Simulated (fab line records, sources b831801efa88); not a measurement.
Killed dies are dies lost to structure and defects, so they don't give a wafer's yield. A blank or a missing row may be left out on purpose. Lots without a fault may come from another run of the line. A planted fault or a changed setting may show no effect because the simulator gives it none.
Chamber matching | flow sky130 | SKY_VIA4_CMP_21 on cmp-02: 4 sister chambers
The step polishes, stops on SiO2, t overpolish 25 s, target thk 0 nm. 8 wafers are shown with their chamber, then 8 later ones without.

WAFERS WITH THEIR CHAMBER
wafer  | chamber | motor_current_A (A) | time_to_endpoint_s (s)
L892.2 | 0       | 9.4                 | 131
L892.5 | 3       | 10.9                | 127
L894.1 | 3       | 10.5                | 125
L894.5 | 1       | 11.9                | 126
L900.3 | 1       | 11.5                | 124
L900.4 | 2       | 10.1                | 118
L900.6 | 0       | 8.6                 | 123
L899.4 | 2       | 10.3                | 115

WAFERS WITHOUT THEIR CHAMBER
wafer  | motor_current_A (A) | time_to_endpoint_s (s)
L899.5 | 10.4                | 118
L899.6 | 9.1                 | 126
L901.1 | 10.2                | 122
L901.4 | 8.7                 | 124
L901.5 | 10.8                | 124
L904.1 | 10.6                | 131
L904.3 | 10.2                | 125
L904.6 | 11.6                | 138

WHICH CHAMBER EACH WENT THROUGH
wafer  | from the rows above     | in truth
L899.5 | can't be placed: 2 or 3 | 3
L899.6 | 0                       | 0
L901.1 | can't be placed: 2 or 3 | 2
L901.4 | 0                       | 0
L901.5 | can't be placed: 3 or 1 | 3
L904.1 | 3                       | 3
L904.3 | can't be placed: 3 or 2 | 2
L904.6 | can't be placed: 1 or 3 | 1
Placed correctly: 3 of 8. Can't be placed from these rows: 5 (the true chamber is among the candidates in 5). Placed wrongly: 0.
How it was worked out, from the rows above alone: a wafer's distance from a chamber is the root of the sum, over the readings, of the square of ((its reading less the chamber's mean) divided by the reading's scatter). The wafer belongs to the nearest chamber; if the next one is less than 2 further off, it can't be placed. A chamber's mean is the mean of its shown wafers. The scatter: the root of (the sum of the squares of (reading less its chamber's mean) over the shown wafers, divided by (wafers less chambers)).
